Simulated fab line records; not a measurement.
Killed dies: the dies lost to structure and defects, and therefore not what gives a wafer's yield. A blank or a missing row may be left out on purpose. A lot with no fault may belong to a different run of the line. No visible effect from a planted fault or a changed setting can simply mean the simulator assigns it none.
The same fault as seen by 2 desks    flow sky130    numbers are kept per desk, each desk with only its own; the story behind them comes last

== FROM THE METROLOGY DESK ==
What the gauges read for every lot (on any tool): the sampled wafers with a number, averaged. If a lot's mean is further than 4 standard deviations from the usual mean, the lot is out of limits and carries the mark OUT (the distance appears in the brackets).
Columns: A = cd_nm at SKY_POLY_CUT_CD_MEAS_08, usual 269.9 nm; B = VIA2_HDPCVD_THK at SKY_VIA2_THK_MEAS_01, usual 1181 nm
lot   first seen here  A      B
L752  day 25 17:57     273.5  1170
L753  day 26 01:40     270.9  1169
L759  day 27 14:23     268.9  1168
L760  day 27 18:08     269.6  1194
L761  day 28 03:42     270.7  1179
L762  day 28 11:05     270.1  1192
L763  day 29 10:41     268.9  1187
L765  day 29 14:32     270.2  1174
L767  day 30 01:30     270.6  1178
L769  day 30 19:24     270.8  1271 (+6.9) OUT
L770  day 31 08:58     270.1  1335 (+12) OUT
L771  day 32 06:17     268.3  1185
This desk's finding: out of limits on L769, L770; first on L769, day 40 23:09 (VIA2_HDPCVD_THK at SKY_VIA2_THK_MEAS_01). Within limits: L752, L753, L759, L760, L761, L762, L763, L765, L767, L771.

== AT THE TOOL OWNER'S DESK: hdpcvd-02 ==
The tool's own readings at SKY_VIA2_HDPCVD_00 (deposits SiO2, target thk 1180 nm, time 196.7 s): means of the sampled wafers that have a number, for each lot that ran on this tool. If a lot's mean is further than 4 standard deviations from the usual mean, the lot is out of limits and carries the mark OUT (the distance appears in the brackets).
Columns: A = run_length_s at SKY_VIA2_HDPCVD_00, usual 224.6 s
lot   first seen here  A
L759  day 38 06:01     224.3
L760  day 38 06:46     223.9
L762  day 38 21:07     224.3
L765  day 40 00:22     224.3
L769  day 40 23:02     238.7 (+28) OUT
L770  day 41 13:07     253.1 (+56) OUT
This desk's finding: out of limits on L769, L770; first on L769, day 40 23:02 (run_length_s at SKY_VIA2_HDPCVD_00). Within limits: L759, L760, L762, L765.

== PUT TOGETHER ==
The tool owner's desk had the chance to raise an alarm at day 40 23:02 on L769, L770.
Metrology desk: alarm possible at day 40 23:09 on L769, L770.
Of the lots named, all ran SKY_VIA2_HDPCVD_00 on hdpcvd-02.

== WHAT WAS PUT IN BY THE SIMULATOR ==
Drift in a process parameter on hdpcvd-02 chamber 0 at SKY_VIA2_HDPCVD_00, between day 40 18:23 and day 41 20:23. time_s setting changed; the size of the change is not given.
Shown lots that were struck: L769, L770.
Fault start to first reading out of limits, in hours, per desk: tool owner, 5; metrology, 5.
